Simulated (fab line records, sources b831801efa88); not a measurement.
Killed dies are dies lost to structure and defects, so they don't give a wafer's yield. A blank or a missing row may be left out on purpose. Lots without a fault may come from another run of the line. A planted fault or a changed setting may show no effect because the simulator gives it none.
Chamber matching | flow gf180mcu | GF_SAB_ETCH_11 on rie_diel-04: 4 sister chambers
The step etches SiO2 in C4F8/O2/Ar, target depth 55 nm, time 8.5 s. 8 wafers are shown with their chamber, then 8 later ones without.

WAFERS WITH THEIR CHAMBER
wafer  | chamber | oes_product_au (a.u.)
L075.4 | 2       | 0.992
L075.6 | 3       | 0.989
L080.5 | 1       | 0.995
L080.6 | 2       | 0.986
L082.6 | 3       | 1.009
L087.3 | 1       | 0.992
L087.5 | 0       | 0.992
L092.1 | 0       | 0.998

WAFERS WITHOUT THEIR CHAMBER
wafer  | oes_product_au (a.u.)
L092.4 | 0.987
L092.6 | 0.990
L096.3 | 0.987
L096.4 | 0.988
L096.6 | 0.985
L097.3 | 0.984
L097.4 | 0.979
L097.5 | 1.005

WHICH CHAMBER EACH WENT THROUGH
wafer  | from the rows above               | in truth
L092.4 | can't be placed: 2 or 1 or 0 or 3 | 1
L092.6 | can't be placed: 2 or 1 or 0 or 3 | 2
L096.3 | can't be placed: 2 or 1 or 0 or 3 | 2
L096.4 | can't be placed: 2 or 1 or 0 or 3 | 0
L096.6 | can't be placed: 2 or 1 or 0 or 3 | 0
L097.3 | can't be placed: 2 or 1 or 0 or 3 | 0
L097.4 | can't be placed: 2 or 1 or 0 or 3 | 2
L097.5 | can't be placed: 3 or 0 or 1 or 2 | 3
Placed correctly: 0 of 8. Can't be placed from these rows: 8 (the true chamber is among the candidates in 8). Placed wrongly: 0.
How it was worked out, from the rows above alone: a wafer's distance from a chamber is the root of the sum, over the readings, of the square of ((its reading less the chamber's mean) divided by the reading's scatter). The wafer belongs to the nearest chamber; if the next one is less than 2 further off, it can't be placed. A chamber's mean is the mean of its shown wafers. The scatter: the root of (the sum of the squares of (reading less its chamber's mean) over the shown wafers, divided by (wafers less chambers)).
